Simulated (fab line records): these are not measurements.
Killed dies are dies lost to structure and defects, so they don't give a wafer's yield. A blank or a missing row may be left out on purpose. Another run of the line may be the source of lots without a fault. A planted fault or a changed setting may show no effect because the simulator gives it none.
Chamber matching || flow gf180mcu || GF_V2_CMP_04 on cmp-01 has 4 sister chambers
The step polishes SiO2. 8 wafers are shown with their chamber, then 7 later ones without.

## WAFERS WITH THEIR CHAMBER
{"wafer": "L678.1", "chamber": 1, "motorCurrentA (A)": 11.1, "timeToEndpointS (s)": 98}
{"wafer": "L680.4", "chamber": 0, "motorCurrentA (A)": 10.0, "timeToEndpointS (s)": 83}
{"wafer": "L680.6", "chamber": 3, "motorCurrentA (A)": 11.9, "timeToEndpointS (s)": 89}
{"wafer": "L682.2", "chamber": 3, "motorCurrentA (A)": 11.3, "timeToEndpointS (s)": 107}
{"wafer": "L683.2", "chamber": 1, "motorCurrentA (A)": 10.3, "timeToEndpointS (s)": 105}
{"wafer": "L683.3", "chamber": 2, "motorCurrentA (A)": 13.1, "timeToEndpointS (s)": 90}
{"wafer": "L692.2", "chamber": 0, "motorCurrentA (A)": 9.4, "timeToEndpointS (s)": 80}
{"wafer": "L692.5", "chamber": 2, "motorCurrentA (A)": 12.8, "timeToEndpointS (s)": 82}

## WAFERS WITHOUT THEIR CHAMBER
{"wafer": "L692.6", "motorCurrentA (A)": 11.7, "timeToEndpointS (s)": 74}
{"wafer": "L693.1", "motorCurrentA (A)": 9.9, "timeToEndpointS (s)": 74}
{"wafer": "L693.3", "motorCurrentA (A)": 11.4, "timeToEndpointS (s)": 74}
{"wafer": "L693.5", "motorCurrentA (A)": 10.4, "timeToEndpointS (s)": 79}
{"wafer": "L694.1", "motorCurrentA (A)": 11.4, "timeToEndpointS (s)": 80}
{"wafer": "L694.2", "motorCurrentA (A)": 10.3, "timeToEndpointS (s)": 70}
{"wafer": "L694.5", "motorCurrentA (A)": 11.6, "timeToEndpointS (s)": 73}

## EACH ONE'S CHAMBER
{"wafer": "L692.6", "from the rows above": "can't be placed: 3 or 2 or 1 or 0", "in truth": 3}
{"wafer": "L693.1", "from the rows above": 0, "in truth": 0}
{"wafer": "L693.3", "from the rows above": "can't be placed: 3 or 2 or 1 or 0", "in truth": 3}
{"wafer": "L693.5", "from the rows above": "can't be placed: 0 or 1", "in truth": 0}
{"wafer": "L694.1", "from the rows above": "can't be placed: 3 or 1 or 2 or 0", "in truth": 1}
{"wafer": "L694.2", "from the rows above": 0, "in truth": 0}
{"wafer": "L694.5", "from the rows above": "can't be placed: 3 or 2 or 1 or 0", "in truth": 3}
Placed correctly: 2 of 7. Not placeable from these rows: 5 (in 5, the candidates include the true chamber). Placed wrongly: 0.
How it was worked out, from the rows above alone: a wafer's distance from a chamber is the root of the sum, over the readings, of the square of ((its reading less the chamber's mean) divided by the reading's scatter). The wafer belongs to the nearest chamber; if the next one is less than 2 further off, it can't be placed. A chamber's mean is the mean of its shown wafers. How the scatter is found: for the shown wafers, subtract from each reading the mean of its chamber, square and add these, divide the total by (wafers less chambers), then take the root.
